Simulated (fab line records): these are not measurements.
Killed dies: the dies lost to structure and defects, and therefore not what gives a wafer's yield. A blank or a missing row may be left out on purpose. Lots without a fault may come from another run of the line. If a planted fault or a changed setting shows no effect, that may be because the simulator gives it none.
A struck lot beside a sound one || flow sky130 || 15 steps out of a route of 708
Sound: wafers L592.2, L592.4, L592.5. Struck: wafers L599.1, L599.3, L599.4. The cause is named last.
Order at every step that has rows: each side's tool, ch and its chambers, its first start. Under that, the readings that differ: sound wafers || struck wafers || difference of the means || sigmas: that difference in standard deviations of wafers without a fault.
alike: readings whose means differ by less than 2 such deviations, and words and numbers that are the same on both sides. not compared: withheld readings, readings that some wafer has no value for, bounds like >300 that may hide the same value, and numbers for which the record gives no deviation and whose values overlap.
Wherever a step has rows on one side only, a row that says differs or no value, or a row with sigmas, the two part there. Numbers that have no deviation but don't overlap get no sigmas and don't part them. Lack of a reading on every wafer of one side parts them only where that side has two or more wafers.

SKY_POLY_GATE_THK_MEAS_21:
  sound: film-metro-04 at day 17 11:04; struck: film-metro-04 at day 19 17:47
  alike: POLY_GATE_OXIDATION_THK
SKY_POLY_GATE_CD_MEAS_22:
  sound: cd-sem-02 at day 17 11:09; struck: cd-sem-01 at day 19 17:50
  alike: cd-nm
then, 7 steps without rows for these wafers: SKY_LDD_N_DEHYDRATE_00 (time 60 s); SKY_LDD_N_HMDS_01 (prime time 60 s); SKY_LDD_N_COAT_02 (resist thk 300 nm); SKY_LDD_N_SOFTBAKE_03 (time 60 s); SKY_LDD_N_EXPOSE_04 (exposes mask NTM, target cd 840 nm); SKY_LDD_N_PEB_05; SKY_LDD_N_DEVELOP_06 (develop time 60 s).
SKY_LDD_N_OVL_MEAS_07:
  sound: overlay-01 at day 18 16:41; struck: overlay-01 at day 20 23:47
  alike: LDD_N_OVL
then, 2 steps without rows for these wafers: SKY_LDD_N_IMPLANT_08; SKY_LDD_N_IMPLANT_09.
SKY_LDD_N_IMPLANT_10:
  sound on implanter-03 ch 0, day 18 17:03; struck on implanter-03 ch 0, day 21 00:07
{"reading": "beam-energy-keV", "sound": "20.000 20.001 19.990", "struck": "18.503 18.498 18.500", "difference": -1.497, "sigmas": "-99 or more"}
{"reading": "model.implant.rp-nm (nm)", "sound": "15.93 15.93 15.93", "struck": "14.81 14.81 14.81", "difference": -1.12, "sigmas": ""}
{"reading": "model.implant.drp-nm (nm)", "sound": "7.212 7.212 7.212", "struck": "6.836 6.836 6.836", "difference": -0.376, "sigmas": ""}
next, for these wafers, 1 step has no rows: SKY_LDD_N_IMPLANT_11.
-- the record jumps here: 27 days lie between the struck wafers' starts before and after (it left off in module LDD_N and takes up again in module PAD_OPEN, whose first step shown is number 708 of the route) --
SKY_PAD_OPEN_PROBE_99:
  sound: prober-01 at day 46 09:44; struck: prober-02 at day 48 01:05
  alike: killed_at_M0_to_M3, killed_at_M4_up, killed-at-contacts, killed-at-front-end, killed-at-other, killed-dies, killed-on-rim, killed-open, killed-short

WHERE THEY PART
At SKY_LDD_N_IMPLANT_10 and nowhere else, as far as this record goes. Later steps at which nothing parts them and some readings are alike: SKY_PAD_OPEN_PROBE_99.

WHY: the cause the simulator had injected
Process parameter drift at SKY_LDD_N_IMPLANT_10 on implanter-03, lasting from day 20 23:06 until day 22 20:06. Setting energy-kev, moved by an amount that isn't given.
